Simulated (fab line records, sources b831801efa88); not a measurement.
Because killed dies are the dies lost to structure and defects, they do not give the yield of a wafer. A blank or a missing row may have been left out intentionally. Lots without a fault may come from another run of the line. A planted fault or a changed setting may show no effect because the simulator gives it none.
What tool caused it? ; flow sfqLine ; 7 lots, 21 wafers sampled, at 3 steps of a route of 325

== WHAT THE GAUGES READ, wafer by wafer ==
SFQ_M7_RS_MEAS_943: a four-point-probe measurement.
lot;measured;on;M7_NB_RS (ohm/sq)
L839;day 77 04:28;filmMetro-04;0.870 0.872 0.870
L841;day 79 00:14;filmMetro-01;0.876 0.891 0.884
L843;day 79 07:35;filmMetro-02;0.895 0.895 0.903
L845;day 79 19:28;filmMetro-01;0.880 0.889 0.887
L849;day 80 09:56;filmMetro-02;0.889 0.884 1.125
L856;day 81 23:20;filmMetro-02;0.880 0.889 0.884
L860;day 82 08:55;filmMetro-01;0.876 0.877 0.893

== TOOL THAT RAN EACH LOT (tool first, then ch and the chambers of the sampled wafers, then the start) ==
lot;SFQ_TRILAYER_I6_DEP_PECVD_165;SFQ_TRILAYER_M7_DEP_SPUTTER_175
L839;pecvd-03 ch 0,1,2, day 72 01:43;pvdSputter-06, day 77 04:23
L841;pecvd-02 ch 0,1, day 73 22:28;pvdSputter-03, day 79 00:08
L843;pecvd-02 ch 0,2, day 74 06:52;pvdSputter-06, day 79 07:28
L845;pecvd-03 ch 0,1,2, day 74 15:16;pvdSputter-06, day 79 19:22
L849;pecvd-02 ch 0,1, day 75 15:16;pvdSputter-03, day 80 09:50
L856;pecvd-02 ch 0,2, day 77 14:05;pvdSputter-06, day 81 23:14
L860;pecvd-03 ch 0,1,2, day 78 04:58;pvdSputter-06, day 82 08:48
- SFQ_TRILAYER_I6_DEP_PECVD_165: deposits SiO2 from SiH4/N2O, time 111.11 s, target thk 500 nm.
- SFQ_TRILAYER_M7_DEP_SPUTTER_175: material Nb, target thk 200 nm, time 133.3 s.

== THE ANSWER, worked out from the rows above alone ==
Rule: what is usual is taken from the lots themselves. Put in order of their means at a reading, lots are off if they are a third of the lots or fewer, leave a main group of 4 or more, and stand apart from it by a gap of 3 or more times the standard deviation of the main group's means; of several such gaps the widest counts. The tables above print the reading to a certain number of digits; a main group whose means all agree to those digits is not used. A lot without any number at a reading at which 4 lots or more have one is off too. Any other lot the step has rows for is counted as sound.
Off: L849, seen at SFQ_M7_RS_MEAS_943 (M7_NB_RS). For the main group the mean is 0.884 ohm/sq and the standard deviation 0.0079.
A tool fits if, at a process step before that reading, it ran every lot that is off, and no sound lot after the first of them. Gauges at SFQ_M7_RS_MEAS_943: tried the same way as those tools. One candidate fits, namely pvdSputter-03 at SFQ_TRILAYER_M7_DEP_SPUTTER_175. Its last sound lot is L841 (day 79 00:08), its first lot that is off L849 (day 80 09:50): a fault that began between those two fits.

== WHAT HAD BEEN PUT IN BY THE SIMULATOR ==
Site profile drift: pvdSputter-03, from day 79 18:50 on, at SFQ_TRILAYER_M7_DEP_SPUTTER_175. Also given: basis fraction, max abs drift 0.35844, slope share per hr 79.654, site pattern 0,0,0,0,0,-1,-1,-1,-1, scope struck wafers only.
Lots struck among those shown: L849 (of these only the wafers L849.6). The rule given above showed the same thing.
